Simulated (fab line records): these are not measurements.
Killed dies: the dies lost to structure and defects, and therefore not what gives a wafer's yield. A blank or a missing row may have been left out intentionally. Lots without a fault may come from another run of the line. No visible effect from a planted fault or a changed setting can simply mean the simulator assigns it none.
Chamber matching + flow gf180mcu + GF_V4_CMP_04 on cmp-01: 4 sister chambers
The step polishes SiO2. 8 wafers are shown with their chamber, then 8 later ones without.

WAFERS PAIRED WITH THEIR CHAMBERS
| wafer  | chamber | motor current A (A) | slurry flow ml min |
|--------|---------|---------------------|--------------------|
| L767.3 | 0       | 10.2                | 149.7              |
| L767.5 | 3       | 11.6                | 150.2              |
| L770.2 | 1       | 11.8                | 150.8              |
| L770.5 | 1       | 12.1                | 149.7              |
| L771.2 | 2       | 11.7                | 149.6              |
| L771.3 | 0       | 10.5                | 149.9              |
| L771.6 | 3       | 11.3                | 149.7              |
| L773.2 | 2       | 11.6                | 150.0              |

WAFERS MISSING THEIR CHAMBER
| wafer  | motor current A (A) | slurry flow ml min |
|--------|---------------------|--------------------|
| L773.3 | 11.0                | 150.4              |
| L773.6 | 11.2                | 149.4              |
| L777.2 | 11.4                | 149.4              |
| L777.5 | 11.0                | 150.5              |
| L777.6 | 10.8                | 149.5              |
| L781.3 | 11.7                | 150.2              |
| L781.4 | 10.7                | 149.9              |
| L781.6 | 11.8                | 149.5              |

THE CHAMBER EACH PASSED THROUGH
| wafer  | from the rows above          | in truth |
|--------|------------------------------|----------|
| L773.3 | can't be placed: 3 or 2 or 0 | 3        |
| L773.6 | can't be placed: 3 or 2      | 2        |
| L777.2 | can't be placed: 3 or 2      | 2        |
| L777.5 | can't be placed: 3 or 2 or 0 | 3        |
| L777.6 | can't be placed: 0 or 3      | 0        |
| L781.3 | can't be placed: 2 or 1 or 3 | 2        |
| L781.4 | 0                            | 0        |
| L781.6 | can't be placed: 2 or 1 or 3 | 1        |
Correct placement for 1 of the 8. Not placeable from these rows: 7 (in 7, the candidates include the true chamber). Number placed wrongly: 0.
How it was worked out, from the rows above alone: a wafer's distance from a chamber is the root of the sum, over the readings, of the square of ((its reading less the chamber's mean) divided by the reading's scatter). If the next closest chamber is less than 2 further off than the closest, the wafer can't be placed; otherwise it belongs to the closest. A chamber's mean is the mean of its shown wafers. The scatter: the root of (the sum of the squares of (reading less its chamber's mean) over the shown wafers, divided by (wafers less chambers)).
